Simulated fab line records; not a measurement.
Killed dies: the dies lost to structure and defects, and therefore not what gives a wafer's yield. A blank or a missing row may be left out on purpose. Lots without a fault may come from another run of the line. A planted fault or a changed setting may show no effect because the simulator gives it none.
The tool behind it: which one? -- flow sky130 -- 13 lots with 39 wafers sampled at 5 steps, on a route of 708 steps

== WHAT THE GAUGES READ, wafer by wafer ==
SKY_NWELL_OVL_MEAS_10. Usual: for NWELL_00_OVL the level is 0.2 nm and the standard deviation is 1.4.
lot,measured,on,NWELL_00_OVL (nm),flag
L291,day 4 12:18,overlay-01,0.8 0.8 1.2,
L292,day 4 16:19,overlay-02,1.7 2.3 2.1,
L293,day 4 22:08,overlay-01,2.6 2.4 2.2,
L294,day 5 12:11,overlay-01,0.3 -0.4 -0.4,
L295,day 5 22:14,overlay-01,0.9 -0.9 -1.2,
L296,day 6 00:53,overlay-02,-0.8 -1.9 -0.7,
L297,day 6 02:29,overlay-02,0.5 -0.8 -0.2,
L300,day 7 00:37,overlay-01,2.0 0.6 -1.7,
L301,day 7 01:37,overlay-02,-0.8 -1.7 -1.8,
L302,day 7 03:19,overlay-02,0.8 -0.1 1.3,
L303,day 7 13:45,overlay-02,0.5 -0.4 0.9,
L304,day 7 17:44,overlay-01,0.9 -0.7 0.2,
L311,day 9 15:46,overlay-01,2.4 -0.2 -0.9,

SKY_VT_ADJUST_HVTR_OVL_MEAS_08. Usual: for VT_ADJUST_HVTR_OVL the level is -0.2 nm and the standard deviation is 1.3.
lot,measured,on,VT_ADJUST_HVTR_OVL (nm),flag
L291,day 9 13:20,overlay-02,-1.9 -2.3 -1.2,
L292,day 9 17:56,overlay-02,0.2 0.2 -0.2,
L293,day 10 01:23,overlay-02,1.3 1.2 1.0,
L294,day 10 19:14,overlay-02,-1.3 -1.9 -1.4,
L295,day 11 06:31,overlay-02,0.2 -0.6 0.0,
L296,day 11 11:10,overlay-02,2.0 2.3 2.6,
L297,day 11 13:41,overlay-01,-0.2 -1.6 -1.8,
L300,day 12 15:58,overlay-01,1.7 -0.8 -1.6,
L301,day 12 17:56,overlay-02,-0.1 -0.1 2.3,
L302,day 12 20:08,overlay-02,-1.8 -0.5 -0.6,
L303,day 13 09:28,overlay-02,1.8 1.8 -0.5,
L304,day 13 14:07,overlay-01,-0.6 0.7 -1.4,
L311,day 15 21:58,overlay-02,-2.9 -0.3 -2.3,

SKY_LDD_P_CD_MEAS_07 targets a cd of 380 nm. Usual: cd nm reads 379.5 nm (standard deviation 2.6).
lot,measured,on,cd nm (nm),flag
L291,day 19 01:59,cd sem-02,377.2 378.0 377.0,
L292,day 19 07:12,cd sem-01,377.2 377.3 381.0,
L293,day 19 16:17,cd sem-01,380.8 384.0 383.9,
L294,day 20 15:28,cd sem-02,377.6 379.0 380.6,
L295,day 21 06:07,cd sem-01,379.2 380.6 379.7,
L296,day 21 11:41,cd sem-02,380.9 384.7 382.3,
L297,day 21 17:45,cd sem-01,380.4 381.4 379.6,
L300,day 23 05:04,cd sem-01,377.9 375.9 376.3,
L301,day 23 06:05,cd sem-01,382.6 382.4 382.9,
L302,day 23 12:37,cd sem-02,384.2 382.6 381.8,
L303,day 23 20:08,cd sem-01,378.8 376.7 377.3,
L304,day 23 23:10,cd sem-02,380.1 377.4 379.2,
L311,day 26 13:59,cd sem-02,347.4 368.6 352.4,OFF

SKY_POLY_CUT_OVL_MEAS_09. Usual: for POLY_CUT_OVL the level is -1 nm and the standard deviation is 5.7.
lot,measured,on,POLY_CUT_OVL (nm),flag
L291,day 24 08:14,overlay-01,-1 3 -1,
L292,day 24 11:32,overlay-01,-3 2 4,
L293,day 24 22:28,overlay-02,-4 3 -2,
L294,day 25 20:02,overlay-02,-12 -10 -11,
L295,day 26 10:53,overlay-01,-4 7 0,
L296,day 26 16:20,overlay-02,1 1 7,
L297,day 26 22:16,overlay-02,-7 -5 -1,
L300,day 28 02:29,overlay-02,0 5 0,
L301,day 28 04:58,overlay-02,-4 0 1,
L302,day 29 01:41,overlay-01,-1 -8 -7,
L303,day 29 02:02,overlay-01,0 2 11,
L304,day 29 01:44,overlay-02,-1 5 -3,
L311,day 31 09:10,overlay-02,6 2 0,

== EACH LOT AND THE TOOL THAT RAN IT (in order: tool; ch and the chambers of the sampled wafers; start) ==
lot,SKY_LDD_P_EXPOSE_04
L291,"iline stepper-02 ch 0, day 18 10:58"
L292,"iline stepper-01 ch 0, day 18 16:16"
L293,"iline stepper-01 ch 0, day 19 01:39"
L294,"iline stepper-01 ch 0, day 19 23:56"
L295,"iline stepper-02 ch 0, day 20 15:34"
L296,"iline stepper-02 ch 0, day 20 21:02"
L297,"iline stepper-01 ch 0, day 21 02:08"
L300,"iline stepper-01 ch 0, day 22 13:08"
L301,"iline stepper-01 ch 0, day 22 14:07"
L302,"iline stepper-01 ch 0, day 22 21:37"
L303,"iline stepper-02 ch 0, day 23 05:29"
L304,"iline stepper-01 ch 0, day 23 07:52"
L311,"iline stepper-02 ch 0, day 25 23:38"
- SKY_LDD_P_EXPOSE_04: exposes mask PSDM, target cd 380 nm.

== WHAT THE TOOLS THEMSELVES READ (means of the sampled wafers that have a number; where no wafer has one, the mark that the record gives instead) ==
SKY_LDD_P_EXPOSE_04. Usual: exposure dose mJ cm2 137.92, standard deviation 0.12; reticle temp C 23.00 C, standard deviation 0.11.
lot,tool,exposure dose mJ cm2,reticle temp C (C),flag
L291,iline stepper-02,137.99,23.01,
L292,iline stepper-01,137.94,22.96,
L293,iline stepper-01,138.01,23.02,
L294,iline stepper-01,137.83,23.06,
L295,iline stepper-02,138.00,22.96,
L296,iline stepper-02,137.94,23.06,
L297,iline stepper-01,137.88,23.10,
L300,iline stepper-01,137.99,22.84,
L301,iline stepper-01,138.08,22.93,
L302,iline stepper-01,137.97,23.10,
L303,iline stepper-02,137.89,23.17,
L304,iline stepper-01,137.94,23.04,
L311,iline stepper-02,139.52,23.06,OFF

== THE ANSWER, worked out from the rows above alone ==
Rule: take the mean of a lot's wafers that have a number; if it is more than 3 standard deviations from the usual mean, the lot is off. A lot without any number at a reading at which 4 lots or more have one is off too. Where the step has rows for the other lots, those lots are counted as sound. The gauges are gone through in route order, then the tools' own readings, and for those a lot's mean is taken as printed above. The first step at which some lot is off is used, and at that step the reading that is off furthest; a lot without a number counts as furthest.
Off: L311, at SKY_LDD_P_CD_MEAS_07 (cd nm).
If a tool, at a process step before that reading, ran all the lots that are off and no sound lot after the first of them, it fits. The gauges at SKY_LDD_P_CD_MEAS_07 aren't tried: what is off there is off at SKY_LDD_P_EXPOSE_04 too, on other tools, and a gauge's error can't cause that. One fits: SKY_LDD_P_EXPOSE_04 on iline stepper-02. Its last sound lot is L303 (day 23 05:29), its first lot that is off L311 (day 25 23:38): a fault that began between those two fits.
The tool's own readings at SKY_LDD_P_EXPOSE_04 bear it out: on the lots that are off they differ by more than 5 times the standard deviation of the sound lots' means. exposure dose mJ cm2 reads 139.52 there against 137.96 on the sound lots.

== WHAT THE SIMULATOR HAD INSERTED ==
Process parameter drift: iline stepper-02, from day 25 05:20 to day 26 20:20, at SKY_LDD_P_EXPOSE_04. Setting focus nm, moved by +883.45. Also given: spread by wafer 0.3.
Shown lots that were struck: L311. The rule given above showed the same thing.
